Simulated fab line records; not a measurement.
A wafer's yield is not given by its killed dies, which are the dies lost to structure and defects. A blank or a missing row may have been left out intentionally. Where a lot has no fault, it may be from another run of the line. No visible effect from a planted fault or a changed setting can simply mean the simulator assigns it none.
8D (eight disciplines) problem report, filled in by code    flow gf180mcu    the parts of the form that need people (team, actions taken, sign-off) are left out

## 1. WHAT IS WRONG
A mean of 0.4306 Pa is read at GF_M4_SPUTTER_02 for chamber_pressure_pa, taken on 1 wafer of 1 lot, against 0.4000 Pa (standard deviation 0.00079) on wafers free of any fault. Measured from the usual mean, that is +39 standard deviations.
The step: material AlCu, target thk 450 nm, time 23.9 s.
First observed at day 25 07:40: wafer L316.3, on pvd_sputter-03. The record has a number at this step for 15 wafers belonging to 5 lots. By rule, "out" or "out of limits" means more than 4 standard deviations away from the usual mean. The other wafers with a number count as sound.

## 2. WHAT IT IS, AND WHAT IT ISN'T
question                     is                   is not
which readings at this step  chamber_pressure_pa  throttle_valve_pct
which lots                   L316                 L311, L313, L322, L326
which wafers of those lots   L316.3               L316.1, L316.4
read on which tools          pvd_sputter-03       pvd_sputter-02, pvd_sputter-04
when                         from day 25 07:40    up to then (8 sound wafers); but 6 sound wafers of L322, L326 came after

## 3. WHAT RULES OUT EACH SUSPECT
Counting: if a tool at a process step up to the reading ran every lot that is out, it stays a suspect. Sound lots after the first of them don't rule it out here, since some wafers of a struck lot are sound.
- rie_diel-03 at GF_V3_ETCH_17 (etches SiO2 in C4F8/O2/Ar, stops on TiN, target depth 635 nm): kept. It processed L316, the lot that is out, at day 25 06:55, and its most recent sound lot before then was L311 at day 23 08:22. GF_V3_ETCH_17 gives no start for some lots, so the hours and the order of its lots are those of GF_V3_SPUTTER_22.
- pvd_sputter-04 at GF_V3_SPUTTER_22 (material TiN, target thk 10 nm, time 40 s): kept. It ran the lot that is out, L316 (day 25 06:55).
- cmp-02 at GF_V3_CMP_26 (polishes, stops on SiO2, t overpolish 15 s, target thk 0 nm): kept. It processed L316, the lot that is out, at day 25 07:14, and its most recent sound lot before then was L311 at day 23 08:42.
- pvd_sputter-03 at GF_M4_SPUTTER_00 (material Ti, target thk 37.5 nm, time 150 s): kept. It processed L316, the lot that is out, at day 25 07:32, and its most recent sound lot before then was L311 at day 23 09:00.
- pvd_sputter-03 at GF_M4_SPUTTER_01 (material TiN, target thk 30 nm, time 25 s): kept. It processed L316, the lot that is out, at day 25 07:38, and its most recent sound lot before then was L311 at day 23 09:06.
- pvd_sputter-03 at GF_M4_SPUTTER_02 (material AlCu, target thk 450 nm, time 23.9 s): kept. It processed L316, the lot that is out, at day 25 07:40, and its most recent sound lot before then was L311 at day 23 09:08. Its own readings are out on those wafers: chamber_pressure_pa.
- In rie_diel-03 at GF_V3_ETCH_17, the wafers that are out were processed in chamber 3 and their sound lot-mates in chambers 0, 1.
- In cmp-02 at GF_V3_CMP_26, the wafers that are out were processed in chamber 2 and their sound lot-mates in chambers 0, 3.
Left after counting: rie_diel-03 at GF_V3_ETCH_17, pvd_sputter-04 at GF_V3_SPUTTER_22, cmp-02 at GF_V3_CMP_26, pvd_sputter-03 at GF_M4_SPUTTER_00, pvd_sputter-03 at GF_M4_SPUTTER_01, pvd_sputter-03 at GF_M4_SPUTTER_02.

## 4. THE CAUSE (what the simulator had put in)
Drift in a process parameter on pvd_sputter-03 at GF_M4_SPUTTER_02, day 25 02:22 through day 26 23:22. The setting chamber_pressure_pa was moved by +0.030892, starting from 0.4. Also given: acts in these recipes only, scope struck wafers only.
This tool is one of the 6 suspects left after counting.

## 5. THE CHAIN OF EFFECTS, in route order
One row per reading whose mean, taken over the struck wafers that have a number, lies over 3 standard deviations from the usual. Scope: only readings with a usual standard deviation given in the record; hours: median across lots of the time from each lot's start at the first step in this table that gives one to its start at this step; sigmas: change in usual standard deviations.
hours  step              reading              usual      on struck wafers  change   sigmas
0      GF_M4_SPUTTER_02  chamber_pressure_pa  0.4000 Pa  0.4306            +0.0306  +39
Its process steps:
- GF_M4_SPUTTER_02: material AlCu, target thk 450 nm, time 23.9 s.

## 6. WHAT WOULD HAVE CAUGHT IT SOONER
First out-of-limits reading in this record: day 25 07:40, which is 5 hours after fault onset at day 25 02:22.
